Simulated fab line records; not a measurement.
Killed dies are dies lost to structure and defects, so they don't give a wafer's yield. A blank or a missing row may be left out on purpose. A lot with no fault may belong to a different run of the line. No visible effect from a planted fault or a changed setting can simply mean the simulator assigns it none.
Which of the tools did it? || flow sky130 || 10 lots with 30 wafers sampled at 5 steps, on a route of 708 steps

== WHAT THE GAUGES READ, wafer by wafer ==
SKY_VIA1_THK_MEAS_01.
{"lot": "L849", "measured": "day 32 17:32", "on": "film metro-03", "VIA1_HDPCVD_THK (nm)": "1035 1045 1037"}
{"lot": "L851", "measured": "day 33 09:43", "on": "film metro-01", "VIA1_HDPCVD_THK (nm)": "1023 1033 1021"}
{"lot": "L856", "measured": "day 35 06:45", "on": "film metro-03", "VIA1_HDPCVD_THK (nm)": "1034 1027 1024"}
{"lot": "L860", "measured": "day 36 17:12", "on": "film metro-03", "VIA1_HDPCVD_THK (nm)": "1650 1024 1027 1649 1023 1027"}
{"lot": "L861", "measured": "day 36 22:13", "on": "film metro-02", "VIA1_HDPCVD_THK (nm)": "1640 1023 1024 1640 1023 1023"}
{"lot": "L865", "measured": "day 38 00:11", "on": "film metro-02", "VIA1_HDPCVD_THK (nm)": "1053 1049 1058"}
{"lot": "L868", "measured": "day 39 05:08", "on": "film metro-01", "VIA1_HDPCVD_THK (nm)": "1034 1025 1033"}
{"lot": "L869", "measured": "day 39 12:52", "on": "film metro-02", "VIA1_HDPCVD_THK (nm)": "1025 1017 1022"}
{"lot": "L872", "measured": "day 39 19:16", "on": "film metro-02", "VIA1_HDPCVD_THK (nm)": "1039 1051 1032"}
{"lot": "L871", "measured": "day 39 21:33", "on": "film metro-02", "VIA1_HDPCVD_THK (nm)": "1014 1008 1022"}

== EACH LOT AND THE TOOL THAT RAN IT (in order: tool; ch and the chambers of the sampled wafers; start) ==
{"lot": "L849", "SKY_LOCAL_INTERCONNECT_ETCH_13": "rie metal-02 ch 0,1, day 30 05:30", "SKY_LOCAL_INTERCONNECT_METAL_ETCH_14": "rie metal-02 ch 0,1, day 30 05:34", "SKY_METAL1_ETCH_18": "rie metal-04 ch 0,1, day 32 16:41", "SKY_VIA1_HDPCVD_00": "hdpcvd-01 ch 0,2, day 32 17:25"}
{"lot": "L851", "SKY_LOCAL_INTERCONNECT_ETCH_13": "rie metal-02 ch 0,1, day 30 21:33", "SKY_LOCAL_INTERCONNECT_METAL_ETCH_14": "rie metal-02 ch 0,1, day 30 21:37", "SKY_METAL1_ETCH_18": "rie metal-04 ch 0,1, day 33 08:28", "SKY_VIA1_HDPCVD_00": "hdpcvd-01 ch 1,2, day 33 09:36"}
{"lot": "L856", "SKY_LOCAL_INTERCONNECT_ETCH_13": "rie metal-03 ch 0,1, day 32 21:47", "SKY_LOCAL_INTERCONNECT_METAL_ETCH_14": "rie metal-03 ch 0,1, day 32 21:50", "SKY_METAL1_ETCH_18": "rie metal-02 ch 0, day 35 05:39", "SKY_VIA1_HDPCVD_00": "hdpcvd-01 ch 1,2, day 35 06:38"}
{"lot": "L860", "SKY_LOCAL_INTERCONNECT_ETCH_13": "rie metal-01 ch 0,1, day 34 07:48", "SKY_LOCAL_INTERCONNECT_METAL_ETCH_14": "rie metal-01 ch 0,1, day 34 07:52", "SKY_METAL1_ETCH_18": "rie metal-04 ch 0,1, day 36 16:14", "SKY_VIA1_HDPCVD_00": "hdpcvd-01 ch 0,1,2, day 36 17:02"}
{"lot": "L861", "SKY_LOCAL_INTERCONNECT_ETCH_13": "rie metal-02 ch 1, day 34 15:20", "SKY_LOCAL_INTERCONNECT_METAL_ETCH_14": "rie metal-02 ch 1, day 34 15:27", "SKY_METAL1_ETCH_18": "rie metal-02 ch 0,1, day 36 21:19", "SKY_VIA1_HDPCVD_00": "hdpcvd-01 ch 0,1,2, day 36 22:06"}
{"lot": "L865", "SKY_LOCAL_INTERCONNECT_ETCH_13": "rie metal-01 ch 0,1, day 35 16:29", "SKY_LOCAL_INTERCONNECT_METAL_ETCH_14": "rie metal-01 ch 0,1, day 35 16:33", "SKY_METAL1_ETCH_18": "rie metal-04 ch 0,1, day 37 23:20", "SKY_VIA1_HDPCVD_00": "hdpcvd-02 ch 0,1,2, day 38 00:05"}
{"lot": "L868", "SKY_LOCAL_INTERCONNECT_ETCH_13": "rie metal-01 ch 0,1, day 36 22:50", "SKY_LOCAL_INTERCONNECT_METAL_ETCH_14": "rie metal-01 ch 0,1, day 36 22:54", "SKY_METAL1_ETCH_18": "rie metal-04 ch 0,1, day 39 04:17", "SKY_VIA1_HDPCVD_00": "hdpcvd-02 ch 0,1,2, day 39 05:01"}
{"lot": "L869", "SKY_LOCAL_INTERCONNECT_ETCH_13": "rie metal-02 ch 0,1, day 37 06:30", "SKY_LOCAL_INTERCONNECT_METAL_ETCH_14": "rie metal-02 ch 0,1, day 37 06:34", "SKY_METAL1_ETCH_18": "rie metal-01 ch 0,1, day 39 12:00", "SKY_VIA1_HDPCVD_00": "hdpcvd-02 ch 0,1,2, day 39 12:47"}
{"lot": "L872", "SKY_LOCAL_INTERCONNECT_ETCH_13": "rie metal-02 ch 0,1, day 37 13:57", "SKY_LOCAL_INTERCONNECT_METAL_ETCH_14": "rie metal-02 ch 0,1, day 37 14:01", "SKY_METAL1_ETCH_18": "rie metal-01 ch 1, day 39 18:25", "SKY_VIA1_HDPCVD_00": "hdpcvd-02 ch 1,2, day 39 19:09"}
{"lot": "L871", "SKY_LOCAL_INTERCONNECT_ETCH_13": "rie metal-03 ch 0,1, day 37 16:08", "SKY_LOCAL_INTERCONNECT_METAL_ETCH_14": "rie metal-03 ch 0,1, day 37 16:11", "SKY_METAL1_ETCH_18": "rie metal-01 ch 0,1, day 39 20:40", "SKY_VIA1_HDPCVD_00": "hdpcvd-01 ch 0,2, day 39 21:25"}
- SKY_LOCAL_INTERCONNECT_ETCH_13: etches BARC in N2/H2, stops on SiO2, time 45.9 s, target depth 60 nm.
- SKY_LOCAL_INTERCONNECT_METAL_ETCH_14: etches TiN in Cl2/BCl3, stops on PSG, target depth 110 nm, time 31.4 s.
- SKY_METAL1_ETCH_18: etches BARC in N2/H2, stops on SiO2, time 45.9 s, target depth 60 nm.
- SKY_VIA1_HDPCVD_00: deposits SiO2, target thk 1030 nm, time 171.7 s.

== THE ANSWER, worked out from the rows above alone ==
Rule: the lots themselves supply what counts as usual. The widest of any qualifying gaps counts: lots, ordered by their means at a reading, are off when they make up no more than a third of the lots, leave a main group of 4 or more, and stand apart from it by 3 or more times the standard deviation of that group's means. A main group is skipped when, at the precision printed for the reading in the tables above, its means are all equal. A lot without any number at a reading at which 4 lots or more have one is off too. Where the step has rows for the other lots, those lots are counted as sound.
Off: L860, L861, at SKY_VIA1_THK_MEAS_01 (VIA1_HDPCVD_THK). Mean 1032 nm and standard deviation 11 in the main group.
If a tool, at a process step before that reading, ran all the lots that are off and no sound lot after the first of them, it fits. The gauges at SKY_VIA1_THK_MEAS_01 are tried like those tools. Not one of the candidates tried fits.

== WHAT WAS PUT IN BY THE SIMULATOR ==
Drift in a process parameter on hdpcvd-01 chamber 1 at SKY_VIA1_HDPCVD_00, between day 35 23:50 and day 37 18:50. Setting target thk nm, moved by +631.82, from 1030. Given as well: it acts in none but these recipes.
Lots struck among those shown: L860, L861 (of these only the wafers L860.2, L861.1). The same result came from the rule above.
